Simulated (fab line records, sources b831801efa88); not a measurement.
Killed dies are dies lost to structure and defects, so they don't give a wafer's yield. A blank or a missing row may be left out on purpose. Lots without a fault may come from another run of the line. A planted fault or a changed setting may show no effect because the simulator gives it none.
Problem report in the 8D (eight disciplines) form, filled by code | flow sky130 | the parts of the form that need people (team, actions taken, sign-off) are left out

1. THE PROBLEM
strip_time_to_endpoint_s at SKY_FIELD_ISO_STRIP_16 reads a mean of 3.330 s on 3 wafers of 3 lots; wafers without a fault read 3.540 s with a standard deviation of 0.028. That is -7.5 standard deviations from the usual mean.
The step: strips in O2/N2.
First seen on wafer L718.5, day 3 19:52, on plasma_asher-04. The record holds 36 wafers of 12 lots with a number at this step. Rule for "out", or "out of limits": more than 4 standard deviations from the usual mean. The other wafers with a number count as sound.

2. WHAT IT IS AND WHAT IT IS NOT
question                    | is                               | is not
which readings at this step | strip_time_to_endpoint_s         | drypump_motor_current_A
which lots                  | L718, L719, L721                 | L712, L713, L725, L726, L727, L728, L729, L731, L732
which wafers of those lots  | L718.5, L719.5, L721.6           | L718.1, L718.3, L719.1, L719.3, L721.1, L721.2
read on which tools         | plasma_asher-02, plasma_asher-04 | -
when                        | from day 3 19:52                 | up to then (8 sound wafers); but 25 sound wafers of L719, L721, L725, L726, L727, L728, L729, L731, L732 came after

3. SUSPECTS, AND WHAT RULES EACH OUT
Counting: a tool at a process step up to the reading stays a suspect if it ran every lot that is out. Sound lots after the first of them don't rule it out here, since some wafers of a struck lot are sound.
- litho_track-01 at SKY_FIELD_ISO_COAT_08 (resist thk 450 nm): kept. It ran every lot that is out, first L718 (day 3 11:00).
Left after counting: litho_track-01 at SKY_FIELD_ISO_COAT_08.

4. THE CAUSE (what the simulator had put in)
Process parameter drift: litho_track-01, from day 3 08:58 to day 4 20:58, at SKY_FIELD_ISO_COAT_08. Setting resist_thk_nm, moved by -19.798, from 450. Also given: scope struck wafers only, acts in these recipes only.
Counting left only this tool.

5. THE CHAIN OF EFFECTS, in route order
Each row: a reading whose mean over the struck wafers that have a number lies more than 3 standard deviations from the usual. Only readings for which the record gives a usual standard deviation are gone through. hours: the time from each lot's start at the first step in this table that gives one to its start at this step, as a median over the lots. sigmas: the change in usual standard deviations.
hours | step                   | reading                  | usual   | on struck wafers | change | sigmas
0     | SKY_FIELD_ISO_STRIP_16 | strip_time_to_endpoint_s | 3.540 s | 3.330            | -0.210 | -7.5
The process steps in it:
- SKY_FIELD_ISO_STRIP_16: strips in O2/N2.

6. WHAT WOULD HAVE CAUGHT IT SOONER
In this record the first reading out of limits was taken at day 3 19:52, 11 hours after the fault began at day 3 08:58.
Of the lots that are out (3), L721 began SKY_FIELD_ISO_COAT_08 on litho_track-01 after day 3 19:52. A hold on the tool at that time would have spared it.
